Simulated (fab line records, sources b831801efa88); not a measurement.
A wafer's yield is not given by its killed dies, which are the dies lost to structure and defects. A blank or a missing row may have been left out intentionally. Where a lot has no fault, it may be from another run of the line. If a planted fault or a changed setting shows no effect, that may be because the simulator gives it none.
What tool caused it? / flow sky130 / 24 lots, 72 wafers sampled, at 6 steps of a route of 708

## WHAT THE GAUGES SHOWED, per wafer
SKY_METAL3_CD_MEAS_13 targets a cd of 300 nm. Usual: cd-nm reads 299.8 nm (standard deviation 1.7).
lot=L074; measured=day 39 12:08; on=cd-sem-02; cd-nm (nm)=298.0 298.6 299.4; flag=
lot=L075; measured=day 39 19:23; on=cd-sem-02; cd-nm (nm)=301.1 297.9 299.2; flag=
lot=L076; measured=day 40 03:54; on=cd-sem-01; cd-nm (nm)=299.9 300.6 300.1; flag=
lot=L077; measured=day 40 10:44; on=cd-sem-02; cd-nm (nm)=300.1 299.9 299.6; flag=
lot=L078; measured=day 40 21:19; on=cd-sem-01; cd-nm (nm)=299.3 299.7 300.9; flag=
lot=L079; measured=day 41 00:04; on=cd-sem-02; cd-nm (nm)=303.1 302.1 300.6; flag=
lot=L080; measured=day 41 04:53; on=cd-sem-01; cd-nm (nm)=298.5 298.3 297.0; flag=
lot=L081; measured=day 41 15:59; on=cd-sem-01; cd-nm (nm)=301.6 301.3 301.8; flag=
lot=L082; measured=day 41 23:18; on=cd-sem-01; cd-nm (nm)=299.4 300.4 299.1; flag=
lot=L083; measured=day 42 03:31; on=cd-sem-01; cd-nm (nm)=299.3 299.4 299.2; flag=
lot=L084; measured=day 42 09:26; on=cd-sem-01; cd-nm (nm)=298.8 299.5 299.6; flag=
lot=L085; measured=day 42 21:53; on=cd-sem-01; cd-nm (nm)=301.7 300.6 300.3; flag=
lot=L086; measured=day 43 00:11; on=cd-sem-01; cd-nm (nm)=298.9 300.3 299.1; flag=
lot=L087; measured=day 43 09:59; on=cd-sem-01; cd-nm (nm)=296.5 296.6 295.9; flag=
lot=L088; measured=day 43 12:06; on=cd-sem-01; cd-nm (nm)=295.9 296.2 296.7; flag=
lot=L089; measured=day 43 19:24; on=cd-sem-01; cd-nm (nm)=299.0 298.9 299.5; flag=
lot=L090; measured=day 43 21:43; on=cd-sem-01; cd-nm (nm)=300.3 301.6 301.6; flag=
lot=L091; measured=day 44 06:41; on=cd-sem-01; cd-nm (nm)=302.3 302.0 302.3; flag=
lot=L092; measured=day 44 19:34; on=cd-sem-01; cd-nm (nm)=300.8 300.0 300.6; flag=
lot=L093; measured=day 44 21:31; on=cd-sem-01; cd-nm (nm)=300.5 301.3 301.2; flag=
lot=L094; measured=day 45 00:37; on=cd-sem-01; cd-nm (nm)=303.6 303.7 303.6; flag=
lot=L095; measured=day 45 05:23; on=cd-sem-01; cd-nm (nm)=299.2 299.1 297.6; flag=
lot=L096; measured=day 45 14:37; on=cd-sem-01; cd-nm (nm)=300.9 300.7 301.1; flag=
lot=L097; measured=day 45 21:14; on=cd-sem-01; cd-nm (nm)=299.7 299.2 299.5; flag=

SKY_CAP2M_THK_MEAS_01. Usual: CAP2M_CVD_00_THK typically reads 15.41 nm, with standard deviation 0.24.
lot=L074; measured=day 40 17:15; on=film-metro-03; CAP2M_CVD_00_THK (nm)=15.38 15.32 15.80; flag=
lot=L075; measured=day 40 23:37; on=film-metro-02; CAP2M_CVD_00_THK (nm)=15.06 15.35 15.67; flag=
lot=L076; measured=day 41 08:01; on=film-metro-02; CAP2M_CVD_00_THK (nm)=15.22 15.49 15.90; flag=
lot=L077; measured=day 41 14:47; on=film-metro-01; CAP2M_CVD_00_THK (nm)=15.40 15.62 15.75; flag=
lot=L078; measured=day 42 01:32; on=film-metro-02; CAP2M_CVD_00_THK (nm)=15.26 15.57 15.64; flag=
lot=L079; measured=day 42 03:26; on=film-metro-02; CAP2M_CVD_00_THK (nm)=15.37 15.39 15.73; flag=
lot=L080; measured=day 42 08:44; on=film-metro-01; CAP2M_CVD_00_THK (nm)=15.62 15.37 15.18; flag=
lot=L081; measured=day 42 20:19; on=film-metro-03; CAP2M_CVD_00_THK (nm)=15.07 15.19 15.02; flag=
lot=L082; measured=day 43 02:47; on=film-metro-03; CAP2M_CVD_00_THK (nm)=15.39 15.41 15.16; flag=
lot=L083; measured=day 43 07:34; on=film-metro-02; CAP2M_CVD_00_THK (nm)=15.29 15.50 15.58; flag=
lot=L084; measured=day 43 13:09; on=film-metro-01; CAP2M_CVD_00_THK (nm)=15.23 15.50 15.35; flag=
lot=L085; measured=day 44 00:24; on=film-metro-03; CAP2M_CVD_00_THK (nm)=15.25 15.29 15.49; flag=
lot=L086; measured=day 44 02:14; on=film-metro-02; CAP2M_CVD_00_THK (nm)=15.59 15.47 15.81; flag=
lot=L087; measured=day 44 12:01; on=film-metro-02; CAP2M_CVD_00_THK (nm)=15.32 15.17 15.50; flag=
lot=L088; measured=day 44 13:55; on=film-metro-01; CAP2M_CVD_00_THK (nm)=15.25 15.55 15.63; flag=
lot=L089; measured=day 44 22:16; on=film-metro-03; CAP2M_CVD_00_THK (nm)=15.42 15.46 15.54; flag=
lot=L090; measured=day 45 00:31; on=film-metro-02; CAP2M_CVD_00_THK (nm)=15.27 15.86 15.63; flag=
lot=L091; measured=day 45 09:49; on=film-metro-03; CAP2M_CVD_00_THK (nm)=15.53 15.39 15.59; flag=
lot=L092; measured=day 45 19:59; on=film-metro-02; CAP2M_CVD_00_THK (nm)=15.41 15.61 15.84; flag=
lot=L093; measured=day 45 22:28; on=film-metro-01; CAP2M_CVD_00_THK (nm)=15.18 15.12 15.17; flag=
lot=L094; measured=day 46 01:36; on=film-metro-02; CAP2M_CVD_00_THK (nm)=15.29 15.67 15.29; flag=
lot=L095; measured=day 46 07:04; on=film-metro-02; CAP2M_CVD_00_THK (nm)=15.13 15.21 15.42; flag=
lot=L096; measured=day 46 15:27; on=film-metro-02; CAP2M_CVD_00_THK (nm)=15.29 15.21 15.67; flag=
lot=L097; measured=day 46 22:51; on=film-metro-02; CAP2M_CVD_00_THK (nm)=15.37 15.67 15.55; flag=

SKY_CAP2M_RS_MEAS_03: uses a four-point probe to measure. Usual: CAP2M_TIN_RS typically reads 6.94 ohm/sq, with standard deviation 0.11.
lot=L074; measured=day 40 17:26; on=film-metro-03; CAP2M_TIN_RS (ohm/sq)=6.98 6.89 7.00; flag=
lot=L075; measured=day 40 23:48; on=film-metro-01; CAP2M_TIN_RS (ohm/sq)=7.07 6.94 6.94; flag=
lot=L076; measured=day 41 08:12; on=film-metro-02; CAP2M_TIN_RS (ohm/sq)=7.03 6.94 6.93; flag=
lot=L077; measured=day 41 14:58; on=film-metro-02; CAP2M_TIN_RS (ohm/sq)=6.88 6.88 6.90; flag=
lot=L078; measured=day 42 01:43; on=film-metro-03; CAP2M_TIN_RS (ohm/sq)=7.11 7.06 7.10; flag=
lot=L079; measured=day 42 03:37; on=film-metro-01; CAP2M_TIN_RS (ohm/sq)=6.99 6.96 6.92; flag=
lot=L080; measured=day 42 08:56; on=film-metro-03; CAP2M_TIN_RS (ohm/sq)=7.20 7.04 7.03; flag=
lot=L081; measured=day 42 20:29; on=film-metro-02; CAP2M_TIN_RS (ohm/sq)=6.75 6.91 6.93; flag=
lot=L082; measured=day 43 02:58; on=film-metro-01; CAP2M_TIN_RS (ohm/sq)=7.06 7.06 6.93; flag=
lot=L083; measured=day 43 07:43; on=film-metro-01; CAP2M_TIN_RS (ohm/sq)=6.87 6.91 7.06; flag=
lot=L084; measured=day 43 13:20; on=film-metro-03; CAP2M_TIN_RS (ohm/sq)=7.14 6.96 6.90; flag=
lot=L085; measured=day 44 00:34; on=film-metro-01; CAP2M_TIN_RS (ohm/sq)=6.87 6.93 6.91; flag=
lot=L086; measured=day 44 02:25; on=film-metro-03; CAP2M_TIN_RS (ohm/sq)=6.88 6.85 6.89; flag=
lot=L087; measured=day 44 12:11; on=film-metro-03; CAP2M_TIN_RS (ohm/sq)=6.90 6.95 7.04; flag=
lot=L088; measured=day 44 14:05; on=film-metro-03; CAP2M_TIN_RS (ohm/sq)=6.83 6.83 6.86; flag=
lot=L089; measured=day 44 22:27; on=film-metro-01; CAP2M_TIN_RS (ohm/sq)=7.18 7.15 7.19; flag=
lot=L090; measured=day 45 00:41; on=film-metro-03; CAP2M_TIN_RS (ohm/sq)=6.81 6.76 6.87; flag=
lot=L091; measured=day 45 09:59; on=film-metro-01; CAP2M_TIN_RS (ohm/sq)=7.03 6.91 7.00; flag=
lot=L092; measured=day 45 20:10; on=film-metro-01; CAP2M_TIN_RS (ohm/sq)=6.79 6.80 6.74; flag=
lot=L093; measured=day 45 22:39; on=film-metro-02; CAP2M_TIN_RS (ohm/sq)=6.95 6.83 6.96; flag=
lot=L094; measured=day 46 01:46; on=film-metro-02; CAP2M_TIN_RS (ohm/sq)=6.93 6.84 6.88; flag=
lot=L095; measured=day 46 07:14; on=film-metro-01; CAP2M_TIN_RS (ohm/sq)=6.84 6.87 6.90; flag=
lot=L096; measured=day 46 15:37; on=film-metro-01; CAP2M_TIN_RS (ohm/sq)=7.07 7.02 7.06; flag=
lot=L097; measured=day 46 23:03; on=film-metro-02; CAP2M_TIN_RS (ohm/sq)=6.81 6.84 6.85; flag=

## EACH LOT AND THE TOOL THAT RAN IT (in order: tool; ch and the chambers of the sampled wafers; start)
lot=L074; SKY_VIA2_SPUTTER_20=pvd-sputter-01, day 37 05:56; SKY_CAPM_SPUTTER_02=pvd-sputter-04, day 37 06:51; SKY_VIA3_ETCH_14=rie-diel-02 ch 0,1,2, day 40 15:07
lot=L075; SKY_VIA2_SPUTTER_20=pvd-sputter-04, day 37 13:29; SKY_CAPM_SPUTTER_02=pvd-sputter-01, day 37 14:24; SKY_VIA3_ETCH_14=rie-diel-04 ch 0,1, day 40 21:58
lot=L076; SKY_VIA2_SPUTTER_20=pvd-sputter-01, day 37 23:20; SKY_CAPM_SPUTTER_02=pvd-sputter-04, day 38 00:16; SKY_VIA3_ETCH_14=rie-diel-04 ch 1,2,3, day 41 06:25
lot=L077; SKY_VIA2_SPUTTER_20=pvd-sputter-01, day 38 06:58; SKY_CAPM_SPUTTER_02=pvd-sputter-01, day 38 08:00; SKY_VIA3_ETCH_14=rie-diel-02 ch 0,1,2, day 41 13:09
lot=L078; SKY_VIA2_SPUTTER_20=pvd-sputter-04, day 38 16:52; SKY_CAPM_SPUTTER_02=pvd-sputter-01, day 38 17:46; SKY_VIA3_ETCH_14=rie-diel-04 ch 0,2,3, day 41 23:43
lot=L079; SKY_VIA2_SPUTTER_20=pvd-sputter-03, day 38 20:19; SKY_CAPM_SPUTTER_02=pvd-sputter-01, day 38 21:19; SKY_VIA3_ETCH_14=rie-diel-01 ch 0,1,3, day 42 01:54
lot=L080; SKY_VIA2_SPUTTER_20=pvd-sputter-01, day 39 02:17; SKY_CAPM_SPUTTER_02=pvd-sputter-01, day 39 03:12; SKY_VIA3_ETCH_14=rie-diel-04 ch 2,3, day 42 07:00
lot=L081; SKY_VIA2_SPUTTER_20=pvd-sputter-04, day 39 12:40; SKY_CAPM_SPUTTER_02=pvd-sputter-01, day 39 13:34; SKY_VIA3_ETCH_14=rie-diel-02 ch 1,2, day 42 18:46
lot=L082; SKY_VIA2_SPUTTER_20=pvd-sputter-04, day 39 20:37; SKY_CAPM_SPUTTER_02=pvd-sputter-01, day 39 21:31; SKY_VIA3_ETCH_14=rie-diel-02 ch 1,2, day 43 01:13
lot=L083; SKY_VIA2_SPUTTER_20=pvd-sputter-04, day 40 00:23; SKY_CAPM_SPUTTER_02=pvd-sputter-02, day 40 01:18; SKY_VIA3_ETCH_14=rie-diel-01 ch 0,2, day 43 06:01
lot=L084; SKY_VIA2_SPUTTER_20=pvd-sputter-01, day 40 06:34; SKY_CAPM_SPUTTER_02=pvd-sputter-02, day 40 07:28; SKY_VIA3_ETCH_14=rie-diel-04 ch 1,2, day 43 11:34
lot=L085; SKY_VIA2_SPUTTER_20=pvd-sputter-04, day 40 18:54; SKY_CAPM_SPUTTER_02=pvd-sputter-01, day 40 19:49; SKY_VIA3_ETCH_14=rie-diel-01 ch 1,3, day 43 22:49
lot=L086; SKY_VIA2_SPUTTER_20=pvd-sputter-04, day 40 21:53; SKY_CAPM_SPUTTER_02=pvd-sputter-04, day 40 22:48; SKY_VIA3_ETCH_14=rie-diel-04 ch 1,2,3, day 44 00:39
lot=L087; SKY_VIA2_SPUTTER_20=pvd-sputter-04, day 41 08:56; SKY_CAPM_SPUTTER_02=pvd-sputter-02, day 41 09:50; SKY_VIA3_ETCH_14=rie-diel-04 ch 0,2, day 44 10:28
lot=L088; SKY_VIA2_SPUTTER_20=pvd-sputter-04, day 41 11:22; SKY_CAPM_SPUTTER_02=pvd-sputter-04, day 41 12:16; SKY_VIA3_ETCH_14=rie-diel-02 ch 0,2, day 44 12:22
lot=L089; SKY_VIA2_SPUTTER_20=pvd-sputter-01, day 41 19:04; SKY_CAPM_SPUTTER_02=pvd-sputter-04, day 41 20:00; SKY_VIA3_ETCH_14=rie-diel-04 ch 1,3, day 44 20:43
lot=L090; SKY_VIA2_SPUTTER_20=pvd-sputter-03, day 41 20:35; SKY_CAPM_SPUTTER_02=pvd-sputter-01, day 41 21:31; SKY_VIA3_ETCH_14=rie-diel-02 ch 0,1, day 44 22:51
lot=L091; SKY_VIA2_SPUTTER_20=pvd-sputter-03, day 42 07:16; SKY_CAPM_SPUTTER_02=pvd-sputter-02, day 42 08:11; SKY_VIA3_ETCH_14=rie-diel-04 ch 1,2,3, day 45 07:04
lot=L092; SKY_VIA2_SPUTTER_20=pvd-sputter-01, day 42 20:20; SKY_CAPM_SPUTTER_02=pvd-sputter-01, day 42 21:15; SKY_VIA3_ETCH_14=rie-diel-01 ch 0,1, day 45 18:25
lot=L093; SKY_VIA2_SPUTTER_20=pvd-sputter-03, day 42 21:39; SKY_CAPM_SPUTTER_02=pvd-sputter-01, day 42 22:34; SKY_VIA3_ETCH_14=rie-diel-04 ch 0,2,3, day 45 20:52
lot=L094; SKY_VIA2_SPUTTER_20=pvd-sputter-01, day 43 00:43; SKY_CAPM_SPUTTER_02=pvd-sputter-01, day 43 01:38; SKY_VIA3_ETCH_14=rie-diel-02 ch 1,2, day 46 00:00
lot=L095; SKY_VIA2_SPUTTER_20=pvd-sputter-04, day 43 06:54; SKY_CAPM_SPUTTER_02=pvd-sputter-01, day 43 07:49; SKY_VIA3_ETCH_14=rie-diel-02 ch 0,1, day 46 05:31
lot=L096; SKY_VIA2_SPUTTER_20=pvd-sputter-01, day 43 15:56; SKY_CAPM_SPUTTER_02=pvd-sputter-02, day 43 16:51; SKY_VIA3_ETCH_14=rie-diel-01 ch 0,1, day 46 13:55
lot=L097; SKY_VIA2_SPUTTER_20=pvd-sputter-03, day 43 23:50; SKY_CAPM_SPUTTER_02=pvd-sputter-02, day 44 00:44; SKY_VIA3_ETCH_14=rie-diel-02 ch 0,2,3, day 46 21:17
- SKY_VIA2_SPUTTER_20: material TiN, target thk 20 nm, time 80 s.
- SKY_CAPM_SPUTTER_02: material TiN, target thk 200 nm, time 166.7 s.
- SKY_VIA3_ETCH_14: etches BARC in N2/H2, stops on SiO2, time 45.9 s, target depth 60 nm.

## AS READ BY THE TOOLS THEMSELVES (means over the sampled wafers that have a number; for cases with no such wafer, the mark the record gives instead)
SKY_VIA2_SPUTTER_20. Usual: throttle-valve-pct reads 30.1 % (standard deviation 1.2).
lot=L074; tool=pvd-sputter-01; throttle-valve-pct (%)=29.8; flag=
lot=L075; tool=pvd-sputter-04; throttle-valve-pct (%)=31.0; flag=
lot=L076; tool=pvd-sputter-01; throttle-valve-pct (%)=29.8; flag=
lot=L077; tool=pvd-sputter-01; throttle-valve-pct (%)=30.3; flag=
lot=L078; tool=pvd-sputter-04; throttle-valve-pct (%)=30.8; flag=
lot=L079; tool=pvd-sputter-03; throttle-valve-pct (%)=29.2; flag=
lot=L080; tool=pvd-sputter-01; throttle-valve-pct (%)=30.0; flag=
lot=L081; tool=pvd-sputter-04; throttle-valve-pct (%)=30.7; flag=
lot=L082; tool=pvd-sputter-04; throttle-valve-pct (%)=30.9; flag=
lot=L083; tool=pvd-sputter-04; throttle-valve-pct (%)=29.9; flag=
lot=L084; tool=pvd-sputter-01; throttle-valve-pct (%)=30.3; flag=
lot=L085; tool=pvd-sputter-04; throttle-valve-pct (%)=30.3; flag=
lot=L086; tool=pvd-sputter-04; throttle-valve-pct (%)=30.2; flag=
lot=L087; tool=pvd-sputter-04; throttle-valve-pct (%)=30.4; flag=
lot=L088; tool=pvd-sputter-04; throttle-valve-pct (%)=30.6; flag=
lot=L089; tool=pvd-sputter-01; throttle-valve-pct (%)=29.9; flag=
lot=L090; tool=pvd-sputter-03; throttle-valve-pct (%)=27.9; flag=
lot=L091; tool=pvd-sputter-03; throttle-valve-pct (%)=28.5; flag=
lot=L092; tool=pvd-sputter-01; throttle-valve-pct (%)=30.5; flag=
lot=L093; tool=pvd-sputter-03; throttle-valve-pct (%)=28.6; flag=
lot=L094; tool=pvd-sputter-01; throttle-valve-pct (%)=29.9; flag=
lot=L095; tool=pvd-sputter-04; throttle-valve-pct (%)=30.6; flag=
lot=L096; tool=pvd-sputter-01; throttle-valve-pct (%)=29.9; flag=
lot=L097; tool=pvd-sputter-03; throttle-valve-pct (%)=29.1; flag=

SKY_CAPM_SPUTTER_02. Usual: throttle-valve-pct reads 30.3 % (standard deviation 1.1).
lot=L074; tool=pvd-sputter-04; throttle-valve-pct (%)=30.4; flag=
lot=L075; tool=pvd-sputter-01; throttle-valve-pct (%)=30.3; flag=
lot=L076; tool=pvd-sputter-04; throttle-valve-pct (%)=31.0; flag=
lot=L077; tool=pvd-sputter-01; throttle-valve-pct (%)=30.3; flag=
lot=L078; tool=pvd-sputter-01; throttle-valve-pct (%)=30.2; flag=
lot=L079; tool=pvd-sputter-01; throttle-valve-pct (%)=29.6; flag=
lot=L080; tool=pvd-sputter-01; throttle-valve-pct (%)=30.3; flag=
lot=L081; tool=pvd-sputter-01; throttle-valve-pct (%)=30.5; flag=
lot=L082; tool=pvd-sputter-01; throttle-valve-pct (%)=29.8; flag=
lot=L083; tool=pvd-sputter-02; throttle-valve-pct (%)=30.8; flag=
lot=L084; tool=pvd-sputter-02; throttle-valve-pct (%)=30.8; flag=
lot=L085; tool=pvd-sputter-01; throttle-valve-pct (%)=30.6; flag=
lot=L086; tool=pvd-sputter-04; throttle-valve-pct (%)=30.2; flag=
lot=L087; tool=pvd-sputter-02; throttle-valve-pct (%)=30.5; flag=
lot=L088; tool=pvd-sputter-04; throttle-valve-pct (%)=31.2; flag=
lot=L089; tool=pvd-sputter-04; throttle-valve-pct (%)=30.3; flag=
lot=L090; tool=pvd-sputter-01; throttle-valve-pct (%)=30.0; flag=
lot=L091; tool=pvd-sputter-02; throttle-valve-pct (%)=29.8; flag=
lot=L092; tool=pvd-sputter-01; throttle-valve-pct (%)=30.3; flag=
lot=L093; tool=pvd-sputter-01; throttle-valve-pct (%)=30.5; flag=
lot=L094; tool=pvd-sputter-01; throttle-valve-pct (%)=30.0; flag=
lot=L095; tool=pvd-sputter-01; throttle-valve-pct (%)=30.1; flag=
lot=L096; tool=pvd-sputter-02; throttle-valve-pct (%)=30.8; flag=
lot=L097; tool=pvd-sputter-02; throttle-valve-pct (%)=31.6; flag=

SKY_VIA3_ETCH_14. Usual: chamber-pressure-mTorr 30.002 mTorr, standard deviation 0.026; drypump-motor-current-A 5.7 A, standard deviation 0.41; oes-product-au 0.854 a.u., standard deviation 0.0046; throttle-valve-pct 13.224 %, standard deviation 0.0091.
lot=L074; tool=rie-diel-02; chamber-pressure-mTorr (mTorr)=29.975; drypump-motor-current-A (A)=5.4; oes-product-au (a.u.)=0.853; throttle-valve-pct (%)=13.220; flag=
lot=L075; tool=rie-diel-04; chamber-pressure-mTorr (mTorr)=29.992; drypump-motor-current-A (A)=6.0; oes-product-au (a.u.)=0.854; throttle-valve-pct (%)=13.222; flag=
lot=L076; tool=rie-diel-04; chamber-pressure-mTorr (mTorr)=30.007; drypump-motor-current-A (A)=6.0; oes-product-au (a.u.)=0.854; throttle-valve-pct (%)=13.222; flag=
lot=L077; tool=rie-diel-02; chamber-pressure-mTorr (mTorr)=30.013; drypump-motor-current-A (A)=5.4; oes-product-au (a.u.)=0.853; throttle-valve-pct (%)=13.223; flag=
lot=L078; tool=rie-diel-04; chamber-pressure-mTorr (mTorr)=30.000; drypump-motor-current-A (A)=5.6; oes-product-au (a.u.)=0.853; throttle-valve-pct (%)=13.221; flag=
lot=L079; tool=rie-diel-01; chamber-pressure-mTorr (mTorr)=29.977; drypump-motor-current-A (A)=5.8; oes-product-au (a.u.)=0.848; throttle-valve-pct (%)=13.222; flag=
lot=L080; tool=rie-diel-04; chamber-pressure-mTorr (mTorr)=29.987; drypump-motor-current-A (A)=5.9; oes-product-au (a.u.)=0.851; throttle-valve-pct (%)=13.230; flag=
lot=L081; tool=rie-diel-02; chamber-pressure-mTorr (mTorr)=29.986; drypump-motor-current-A (A)=5.4; oes-product-au (a.u.)=0.852; throttle-valve-pct (%)=13.229; flag=
lot=L082; tool=rie-diel-02; chamber-pressure-mTorr (mTorr)=29.993; drypump-motor-current-A (A)=5.3; oes-product-au (a.u.)=0.856; throttle-valve-pct (%)=13.232; flag=
lot=L083; tool=rie-diel-01; chamber-pressure-mTorr (mTorr)=30.022; drypump-motor-current-A (A)=6.4; oes-product-au (a.u.)=0.859; throttle-valve-pct (%)=13.223; flag=
lot=L084; tool=rie-diel-04; chamber-pressure-mTorr (mTorr)=29.999; drypump-motor-current-A (A)=5.9; oes-product-au (a.u.)=0.853; throttle-valve-pct (%)=13.223; flag=
lot=L085; tool=rie-diel-01; chamber-pressure-mTorr (mTorr)=29.973; drypump-motor-current-A (A)=5.8; oes-product-au (a.u.)=0.855; throttle-valve-pct (%)=13.220; flag=
lot=L086; tool=rie-diel-04; chamber-pressure-mTorr (mTorr)=30.013; drypump-motor-current-A (A)=6.0; oes-product-au (a.u.)=0.853; throttle-valve-pct (%)=13.231; flag=
lot=L087; tool=rie-diel-04; chamber-pressure-mTorr (mTorr)=30.004; drypump-motor-current-A (A)=5.4; oes-product-au (a.u.)=0.856; throttle-valve-pct (%)=13.224; flag=
lot=L088; tool=rie-diel-02; chamber-pressure-mTorr (mTorr)=29.989; drypump-motor-current-A (A)=5.6; oes-product-au (a.u.)=0.854; throttle-valve-pct (%)=13.222; flag=
lot=L089; tool=rie-diel-04; chamber-pressure-mTorr (mTorr)=30.014; drypump-motor-current-A (A)=6.1; oes-product-au (a.u.)=0.857; throttle-valve-pct (%)=13.224; flag=
lot=L090; tool=rie-diel-02; chamber-pressure-mTorr (mTorr)=30.020; drypump-motor-current-A (A)=5.3; oes-product-au (a.u.)=0.854; throttle-valve-pct (%)=13.224; flag=
lot=L091; tool=rie-diel-04; chamber-pressure-mTorr (mTorr)=30.003; drypump-motor-current-A (A)=6.0; oes-product-au (a.u.)=0.855; throttle-valve-pct (%)=13.223; flag=
lot=L092; tool=rie-diel-01; chamber-pressure-mTorr (mTorr)=29.977; drypump-motor-current-A (A)=5.8; oes-product-au (a.u.)=0.855; throttle-valve-pct (%)=13.223; flag=
lot=L093; tool=rie-diel-04; chamber-pressure-mTorr (mTorr)=30.019; drypump-motor-current-A (A)=5.6; oes-product-au (a.u.)=0.857; throttle-valve-pct (%)=13.221; flag=
lot=L094; tool=rie-diel-02; chamber-pressure-mTorr (mTorr)=30.002; drypump-motor-current-A (A)=5.4; oes-product-au (a.u.)=0.858; throttle-valve-pct (%)=13.220; flag=
lot=L095; tool=rie-diel-02; chamber-pressure-mTorr (mTorr)=29.999; drypump-motor-current-A (A)=5.3; oes-product-au (a.u.)=0.852; throttle-valve-pct (%)=13.227; flag=
lot=L096; tool=rie-diel-01; chamber-pressure-mTorr (mTorr)=29.994; drypump-motor-current-A (A)=5.8; oes-product-au (a.u.)=0.851; throttle-valve-pct (%)=13.223; flag=
lot=L097; tool=rie-diel-02; chamber-pressure-mTorr (mTorr)=30.004; drypump-motor-current-A (A)=5.5; oes-product-au (a.u.)=0.851; throttle-valve-pct (%)=13.223; flag=

## THE ANSWER, worked out from the rows above alone
Rule: lot off if the mean of its wafers having a number is beyond 3 standard deviations from the usual mean. Also off: a lot with no number at a reading for which 4 or more lots have one. Where the step has rows for the other lots, those lots are counted as sound. Order of review: gauges by route order, followed by the tools' own readings, for which a lot's mean as printed above is used. The first step at which some lot is off is used, and at that step the reading that is off furthest; a lot without a number counts as furthest.
None of the lots is off at any reading shown; this tells nothing.

## WHAT THE SIMULATOR HAD PUT IN
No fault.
